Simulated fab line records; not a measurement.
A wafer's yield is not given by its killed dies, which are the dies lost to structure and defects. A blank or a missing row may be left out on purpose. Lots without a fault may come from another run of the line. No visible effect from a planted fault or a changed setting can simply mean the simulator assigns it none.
A sampling plan put to the test ; flow sky130 ; one fab line, 50 faults that these records tell of, each judged on the records of the lots that it struck
What counts as the plan is the set of the line's own looks, namely the steps on the route at which a gauge or an inspection reads a wafer and does not change it. Where struck wafers have a number at a look and the file lists that look's usual mean and standard deviation on fault-free wafers, the look can be judged. Caught: the struck wafers' mean, at a look after the fault's first step, is 4 or more of those standard deviations (sigma) away from the usual mean. On the tool: the fault's steps, tested the same way using the tool's own readings. Another recipe on the struck wafers, or a record that is blank for them alone, also counts as caught.

## THE FAULTS, as the simulator had put them in
1. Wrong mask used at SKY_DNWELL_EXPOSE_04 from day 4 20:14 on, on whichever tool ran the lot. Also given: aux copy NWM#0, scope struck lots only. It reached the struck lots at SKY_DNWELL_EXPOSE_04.
2. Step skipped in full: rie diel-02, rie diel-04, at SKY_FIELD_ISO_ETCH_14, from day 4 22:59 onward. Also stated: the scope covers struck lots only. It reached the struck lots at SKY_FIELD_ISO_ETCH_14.
3. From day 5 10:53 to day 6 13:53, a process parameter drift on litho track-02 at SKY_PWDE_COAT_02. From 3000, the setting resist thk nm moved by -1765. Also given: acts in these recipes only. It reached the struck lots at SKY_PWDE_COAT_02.
4. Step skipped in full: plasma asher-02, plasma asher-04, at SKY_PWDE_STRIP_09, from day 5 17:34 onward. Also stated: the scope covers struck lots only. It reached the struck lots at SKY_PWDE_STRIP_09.
5. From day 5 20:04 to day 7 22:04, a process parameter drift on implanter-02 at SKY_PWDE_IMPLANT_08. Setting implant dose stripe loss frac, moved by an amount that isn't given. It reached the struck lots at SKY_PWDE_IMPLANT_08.
6. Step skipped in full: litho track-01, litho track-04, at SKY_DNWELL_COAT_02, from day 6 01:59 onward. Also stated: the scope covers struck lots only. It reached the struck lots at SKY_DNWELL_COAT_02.
7. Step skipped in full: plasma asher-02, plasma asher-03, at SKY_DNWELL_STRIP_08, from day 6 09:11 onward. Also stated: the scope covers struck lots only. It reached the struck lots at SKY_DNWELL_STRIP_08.
8. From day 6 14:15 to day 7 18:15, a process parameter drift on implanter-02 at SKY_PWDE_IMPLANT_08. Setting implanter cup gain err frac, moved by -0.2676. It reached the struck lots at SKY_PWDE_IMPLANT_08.
9. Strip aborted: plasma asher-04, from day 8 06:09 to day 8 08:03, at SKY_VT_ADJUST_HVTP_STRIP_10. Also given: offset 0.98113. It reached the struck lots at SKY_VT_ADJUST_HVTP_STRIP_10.
10. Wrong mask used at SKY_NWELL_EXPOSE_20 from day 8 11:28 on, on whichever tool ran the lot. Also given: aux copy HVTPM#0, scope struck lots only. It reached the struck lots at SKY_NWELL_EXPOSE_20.
11. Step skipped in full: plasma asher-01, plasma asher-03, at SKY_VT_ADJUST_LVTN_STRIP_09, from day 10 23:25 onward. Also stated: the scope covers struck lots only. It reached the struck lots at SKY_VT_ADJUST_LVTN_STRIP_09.
12. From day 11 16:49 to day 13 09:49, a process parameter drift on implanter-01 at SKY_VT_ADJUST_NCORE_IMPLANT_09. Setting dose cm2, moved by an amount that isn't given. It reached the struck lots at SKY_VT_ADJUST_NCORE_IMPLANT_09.
13. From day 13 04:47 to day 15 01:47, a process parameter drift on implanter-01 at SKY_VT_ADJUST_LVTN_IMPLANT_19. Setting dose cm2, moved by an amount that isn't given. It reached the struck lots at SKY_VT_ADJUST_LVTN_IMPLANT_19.
14. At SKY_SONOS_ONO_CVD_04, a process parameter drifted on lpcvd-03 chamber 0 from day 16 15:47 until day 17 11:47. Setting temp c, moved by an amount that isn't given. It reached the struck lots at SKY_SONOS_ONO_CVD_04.
15. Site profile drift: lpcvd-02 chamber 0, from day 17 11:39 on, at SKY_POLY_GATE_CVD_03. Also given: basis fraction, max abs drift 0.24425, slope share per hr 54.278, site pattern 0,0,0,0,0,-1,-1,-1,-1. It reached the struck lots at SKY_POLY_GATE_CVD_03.
16. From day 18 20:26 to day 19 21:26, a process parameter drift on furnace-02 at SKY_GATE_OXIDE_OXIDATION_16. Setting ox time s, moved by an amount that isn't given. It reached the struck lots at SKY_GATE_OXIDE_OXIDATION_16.
17. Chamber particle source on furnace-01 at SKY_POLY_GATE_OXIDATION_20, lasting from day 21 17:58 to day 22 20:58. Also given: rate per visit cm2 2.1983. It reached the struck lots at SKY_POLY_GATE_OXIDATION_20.
18. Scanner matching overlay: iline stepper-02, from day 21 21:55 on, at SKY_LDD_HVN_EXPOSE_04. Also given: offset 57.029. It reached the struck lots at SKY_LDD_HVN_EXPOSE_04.
19. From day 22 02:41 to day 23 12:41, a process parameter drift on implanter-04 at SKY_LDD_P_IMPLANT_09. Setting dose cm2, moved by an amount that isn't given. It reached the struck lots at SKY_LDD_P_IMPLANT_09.
20. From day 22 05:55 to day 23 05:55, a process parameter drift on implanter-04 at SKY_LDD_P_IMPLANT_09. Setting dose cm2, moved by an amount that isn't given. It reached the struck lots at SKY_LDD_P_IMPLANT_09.
21. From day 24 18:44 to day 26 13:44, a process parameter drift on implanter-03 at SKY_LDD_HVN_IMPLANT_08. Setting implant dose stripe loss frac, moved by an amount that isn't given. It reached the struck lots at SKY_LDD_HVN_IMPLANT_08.
22. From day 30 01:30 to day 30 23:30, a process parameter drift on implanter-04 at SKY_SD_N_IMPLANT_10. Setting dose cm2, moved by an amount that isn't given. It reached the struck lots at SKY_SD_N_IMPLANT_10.
23. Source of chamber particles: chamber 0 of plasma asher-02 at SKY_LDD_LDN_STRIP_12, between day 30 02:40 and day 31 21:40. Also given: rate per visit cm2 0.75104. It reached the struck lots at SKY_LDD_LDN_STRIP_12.
24. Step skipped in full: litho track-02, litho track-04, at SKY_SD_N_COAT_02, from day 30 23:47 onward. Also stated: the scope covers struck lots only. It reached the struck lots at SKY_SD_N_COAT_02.
25. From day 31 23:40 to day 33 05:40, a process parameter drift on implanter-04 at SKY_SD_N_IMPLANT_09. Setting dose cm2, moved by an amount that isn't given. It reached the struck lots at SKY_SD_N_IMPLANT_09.
26. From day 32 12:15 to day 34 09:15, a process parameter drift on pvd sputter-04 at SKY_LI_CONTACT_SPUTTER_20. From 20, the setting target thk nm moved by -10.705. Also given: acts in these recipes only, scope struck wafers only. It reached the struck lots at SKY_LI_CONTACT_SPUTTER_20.
27. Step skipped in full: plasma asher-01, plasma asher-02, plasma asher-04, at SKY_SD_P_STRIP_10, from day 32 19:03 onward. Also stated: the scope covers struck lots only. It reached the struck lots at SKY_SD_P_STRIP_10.
28. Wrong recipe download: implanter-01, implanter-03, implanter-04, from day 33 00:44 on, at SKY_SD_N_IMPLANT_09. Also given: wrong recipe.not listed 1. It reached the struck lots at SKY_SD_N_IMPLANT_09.
29. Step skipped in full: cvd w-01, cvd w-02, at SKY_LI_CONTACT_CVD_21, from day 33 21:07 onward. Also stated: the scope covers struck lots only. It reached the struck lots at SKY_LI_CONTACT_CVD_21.
30. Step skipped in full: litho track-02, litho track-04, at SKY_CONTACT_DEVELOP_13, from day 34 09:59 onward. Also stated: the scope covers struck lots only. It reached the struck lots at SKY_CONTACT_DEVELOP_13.
31. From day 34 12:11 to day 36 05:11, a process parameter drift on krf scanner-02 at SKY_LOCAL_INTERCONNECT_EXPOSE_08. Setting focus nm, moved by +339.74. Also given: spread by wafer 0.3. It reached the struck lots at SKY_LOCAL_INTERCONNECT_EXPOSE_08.
32. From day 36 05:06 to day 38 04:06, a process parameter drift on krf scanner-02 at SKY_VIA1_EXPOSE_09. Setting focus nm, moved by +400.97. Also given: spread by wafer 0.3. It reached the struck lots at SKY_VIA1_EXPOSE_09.
33. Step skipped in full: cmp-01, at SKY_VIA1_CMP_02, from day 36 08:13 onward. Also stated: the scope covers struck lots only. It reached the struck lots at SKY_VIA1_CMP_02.
34. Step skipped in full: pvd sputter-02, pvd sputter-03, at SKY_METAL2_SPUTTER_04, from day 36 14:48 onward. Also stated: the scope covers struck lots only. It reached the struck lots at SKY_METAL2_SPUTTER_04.
35. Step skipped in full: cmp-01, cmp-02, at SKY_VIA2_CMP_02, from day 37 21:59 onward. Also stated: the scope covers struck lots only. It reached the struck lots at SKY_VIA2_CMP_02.
36. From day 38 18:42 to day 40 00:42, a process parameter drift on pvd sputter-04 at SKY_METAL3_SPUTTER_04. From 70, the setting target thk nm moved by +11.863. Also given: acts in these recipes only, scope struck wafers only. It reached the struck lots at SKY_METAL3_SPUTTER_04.
37. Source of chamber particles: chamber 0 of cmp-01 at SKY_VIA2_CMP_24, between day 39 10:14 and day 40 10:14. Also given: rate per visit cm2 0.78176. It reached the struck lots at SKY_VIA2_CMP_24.
38. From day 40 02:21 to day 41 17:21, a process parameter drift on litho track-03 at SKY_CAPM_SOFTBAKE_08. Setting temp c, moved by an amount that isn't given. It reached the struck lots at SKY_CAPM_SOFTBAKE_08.
39. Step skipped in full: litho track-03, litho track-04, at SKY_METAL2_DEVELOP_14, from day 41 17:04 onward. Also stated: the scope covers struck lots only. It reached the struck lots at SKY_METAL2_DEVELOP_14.
40. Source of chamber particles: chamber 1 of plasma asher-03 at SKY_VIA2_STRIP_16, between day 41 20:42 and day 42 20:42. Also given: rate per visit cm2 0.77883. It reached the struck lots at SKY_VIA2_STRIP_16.
41. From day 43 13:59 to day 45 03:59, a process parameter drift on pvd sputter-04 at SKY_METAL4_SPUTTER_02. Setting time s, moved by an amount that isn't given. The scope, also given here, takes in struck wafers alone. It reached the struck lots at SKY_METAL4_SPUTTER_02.
42. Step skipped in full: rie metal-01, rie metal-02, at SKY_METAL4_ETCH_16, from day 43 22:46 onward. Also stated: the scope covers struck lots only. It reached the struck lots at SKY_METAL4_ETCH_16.
43. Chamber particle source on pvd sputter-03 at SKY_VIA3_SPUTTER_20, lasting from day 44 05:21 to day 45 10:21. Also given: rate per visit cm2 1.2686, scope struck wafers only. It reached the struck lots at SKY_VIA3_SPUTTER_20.
44. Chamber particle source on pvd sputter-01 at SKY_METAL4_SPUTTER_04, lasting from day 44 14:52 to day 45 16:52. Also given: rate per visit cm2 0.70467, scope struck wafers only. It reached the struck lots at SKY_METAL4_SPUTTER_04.
45. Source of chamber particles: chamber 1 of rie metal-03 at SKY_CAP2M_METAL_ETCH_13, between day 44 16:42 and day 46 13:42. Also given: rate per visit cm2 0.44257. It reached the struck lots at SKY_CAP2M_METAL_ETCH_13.
46. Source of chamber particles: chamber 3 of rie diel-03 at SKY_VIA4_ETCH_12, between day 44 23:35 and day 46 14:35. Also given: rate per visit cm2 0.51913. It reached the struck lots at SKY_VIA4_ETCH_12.
47. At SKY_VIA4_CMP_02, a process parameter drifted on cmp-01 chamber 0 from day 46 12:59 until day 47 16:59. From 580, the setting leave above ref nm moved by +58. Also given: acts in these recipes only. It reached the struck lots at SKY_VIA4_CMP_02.
48. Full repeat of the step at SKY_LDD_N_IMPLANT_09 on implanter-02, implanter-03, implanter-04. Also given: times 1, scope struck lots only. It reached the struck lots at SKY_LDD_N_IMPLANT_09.
49. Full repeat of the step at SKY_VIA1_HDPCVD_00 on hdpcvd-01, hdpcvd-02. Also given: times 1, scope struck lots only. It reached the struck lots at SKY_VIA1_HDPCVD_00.
50. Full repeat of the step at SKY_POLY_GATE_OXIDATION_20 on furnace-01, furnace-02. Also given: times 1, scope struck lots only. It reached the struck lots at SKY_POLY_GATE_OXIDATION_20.

## WHAT THE PLAN SAW
fault;on the tool itself;first look that catches it;reading, sigma;median hours from its first step to that look;hours from the fault's start to the first struck lot there;judged looks passed uncaught
1;under 2 sigma;SKY_DNWELL_TW_MEAS_09;DNWELL_TW -99 or beyond;8.5;9;0
2;the tool's record is blank for the struck wafers;no look after it can be judged;-;-;-;0
3;under 2 sigma;not the one look that can be judged after it;-;-;-;1
4;the tool's record is blank for the struck wafers;SKY_NWELL_TW_MEAS_15;NWELL_TW -99 or beyond;18.8;20;0
5;under 2 sigma;SKY_NWELL_RS_MEAS_31;PWDE_RS +13;38.6;41;0
6;the tool's record is blank for the struck wafers;SKY_PWDE_TW_MEAS_10;PWDE_TW +99 or beyond;28.3;28;0
7;the tool's record is blank for the struck wafers;SKY_PWDE_TW_MEAS_10;PWDE_TW -99 or beyond;18.2;20;0
8;beam on s +17 sigma;SKY_PWDE_TW_MEAS_10;PWDE_TW +13;0.2;16;0
9;oes product au +43 sigma;SKY_VT_ADJUST_LVTN_TW_MEAS_10;VT_ADJUST_LVTN_TW -99 or beyond;21.4;23;0
10;no reading that can be judged;SKY_NWELL_TW_MEAS_26;NWELL_2_TW -99 or beyond;10.7;11;0
11;the tool's record is blank for the struck wafers;SKY_VT_ADJUST_LVTN_TW_MEAS_21;VT_ADJUST_LVTN_2_TW -99 or beyond;24.0;28;0
12;dose ions cm2 -99 or beyond sigma;SKY_VT_ADJUST_NCORE_TW_MEAS_11;VT_ADJUST_NCORE_TW -8.7;0.2;13;0
13;dose ions cm2 +99 or beyond sigma;SKY_VT_ADJUST_LVTN_TW_MEAS_21;VT_ADJUST_LVTN_2_TW +24;0.2;19;0
14;susceptor temp C +21 sigma;SKY_SONOS_ONO_THK_MEAS_05;SONOS_ONO_CVD_04_THK +8.1;1.3;3;0
15;under 2 sigma;SKY_POLY_GATE_THK_MEAS_04;POLY_GATE_CVD_03_THK -11;1.4;16;0
16;under 2 sigma;not the one look that can be judged after it;-;-;-;1
17;under 2 sigma;not the one look that can be judged after it;-;-;-;1
18;no reading that can be judged;SKY_LDD_HVN_OVL_MEAS_07;LDD_HVN_OVL +43;14.9;32;0
19;dose ions cm2 +99 or beyond sigma;SKY_LDD_P_TW_MEAS_11;LDD_P_TW +18;0.2;1;0
20;dose ions cm2 -99 or beyond sigma;SKY_LDD_P_TW_MEAS_11;LDD_P_TW -23;0.2;3;0
21;no reading that can be judged;none of the 2 looks that can be judged after it;strongest: LDD_HVN_TW at SKY_LDD_HVN_TW_MEAS_10, -2.5;-;-;2
22;dose ions cm2 +99 or beyond sigma;SKY_SD_N_RS_MEAS_16;SD_N_RS -14;0.5;15;0
23;under 2 sigma;not the one look that can be judged after it;-;-;-;1
24;the tool's record is blank for the struck wafers;not the one look that can be judged after it;-;-;-;1
25;dose ions cm2 -99 or beyond sigma;SKY_SD_N_TW_MEAS_12;SD_N_TW -5.0;0.4;13;0
26;under 2 sigma;no look after it can be judged;-;-;-;0
27;the tool's record is blank for the struck wafers;SKY_RES_XHIGH_TW_MEAS_09;RES_XHIGH_TW -99 or beyond;26.8;28;0
28;no reading that can be judged;SKY_SD_N_TW_MEAS_12;SD_N_TW +16;0.4;3;0
29;the tool's record is blank for the struck wafers;SKY_LI_CONTACT_RS_MEAS_22;LI_CONTACT_W_RS +99 or beyond;0.1;4;0
30;no reading that can be judged;no look after it can be judged;-;-;-;0
31;exposure dose mJ cm2 -53 sigma;SKY_LOCAL_INTERCONNECT_CD_MEAS_11;cd nm -22;12.7;32;0
32;exposure dose mJ cm2 +68 sigma;SKY_VIA1_CD_MEAS_12;cd nm -61;12.9;31;0
33;the tool's record is blank for the struck wafers;SKY_VIA1_BOW_MEAS_03;VIA1_BOW +5.1;0.2;2;0
34;the tool's record is blank for the struck wafers;SKY_METAL2_THK_MEAS_06;METAL2_ALCU_THK +9.6;0.2;1;0
35;the tool's record is blank for the struck wafers;SKY_VIA2_BOW_MEAS_03;VIA2_BOW +5.0;0.3;2;0
36;under 2 sigma;no look after it can be judged;-;-;-;0
37;under 2 sigma;no look after it can be judged;-;-;-;0
38;heater power total W +40 sigma;not the one look that can be judged after it;-;-;-;1
39;no reading that can be judged;no look after it can be judged;-;-;-;0
40;under 2 sigma;not the one look that can be judged after it;-;-;-;1
41;under 2 sigma;not the one look that can be judged after it;-;-;-;1
42;the tool's record is blank for the struck wafers;no look after it can be judged;-;-;-;0
43;under 2 sigma;not the one look that can be judged after it;-;-;-;1
44;under 2 sigma;no look after it can be judged;-;-;-;0
45;under 2 sigma;none of the 2 looks that can be judged after it;-;-;-;2
46;under 2 sigma;no look after it can be judged;-;-;-;0
47;under 2 sigma;none of the 2 looks that can be judged after it;-;-;-;2
48;under 2 sigma;SKY_LDD_N_TW_MEAS_17;LDD_N_TW +4.8;1.4;-;0
49;no reading that can be judged;SKY_VIA1_THK_MEAS_01;VIA1_HDPCVD_THK +99 or beyond;0.4;-;0
50;under 2 sigma;SKY_POLY_GATE_THK_MEAS_21;POLY_GATE_OXIDATION_THK +27;3.2;-;0
Dash: fault not caught, or number not given in these records.

Caught at a look: 29 of 50. Caught on the tool: 24 of 50. By one or the other: 33 of 50.
On the tool alone, faults 2, 24, 38, 42 were caught.
Caught at a look alone: faults 1, 5, 10, 15, 18, 28, 48, 49, 50.
Caught by neither: faults 3, 16, 17, 21, 23, 26, 30, 36, 37, 39, 40, 41, 43, 44, 45, 46, 47.

## THINNER SAMPLING
If the look that catches a fault measured only every second or every third lot, by lot number, the first struck lot would be measured this late in the worst case:
fault;struck lots at that look, in order of time;every lot;every second lot;every third lot
1;L598;9 h;may miss it;may miss it
4;L682, L683, L684;20 h;24 h;24 h
5;L109;41 h;may miss it;may miss it
6;L467, L469;28 h;may miss all 2;may miss all 2
7;L462, L461;20 h;21 h;may miss all 2
8;L560, L562;16 h;may miss all 2;may miss all 2
9;L456;23 h;may miss it;may miss it
10;L763;11 h;may miss it;may miss it
11;L509, L510, L511;28 h;35 h;62 h
12;L482, L483, L486;13 h;22 h;may miss all 3
13;L183, L184;19 h;19 h;may miss all 2
14;L901;3 h;may miss it;may miss it
15;L630, L633, L632;16 h;21 h;may miss all 3
18;L792, L794, L797, L799;32 h;40 h;58 h
19;L411, L414, L415;1 h;6 h;may miss all 3
20;L827, L828;3 h;19 h;may miss all 2
22;L624, L626;15 h;may miss all 2;may miss all 2
25;L898, L901;13 h;28 h;may miss all 2
27;L560, L562, L563;28 h;44 h;may miss all 3
28;L625, L626, L627, L628;3 h;13 h;35 h
29;L466, L467, L468;4 h;6 h;10 h
31;L842;32 h;may miss it;may miss it
32;L307;31 h;may miss it;may miss it
33;L825, L826, L827;2 h;9 h;21 h
34;L982, L981;1 h;2 h;may miss all 2
35;L730, L732;2 h;may miss all 2;may miss all 2
Hours count from the start of the fault until the first struck lot that is measured. The test against the limit of 4 sigma pooled every struck wafer, which means one lot taken alone may stay below that limit. Other struck lots may not be in these records.

## THE LONGEST TIMED WAY FROM STEP TO LOOK
In fault 5, a median of 38.6 hours elapses between SKY_PWDE_IMPLANT_08 and SKY_NWELL_RS_MEAS_31. No look between them can be judged.
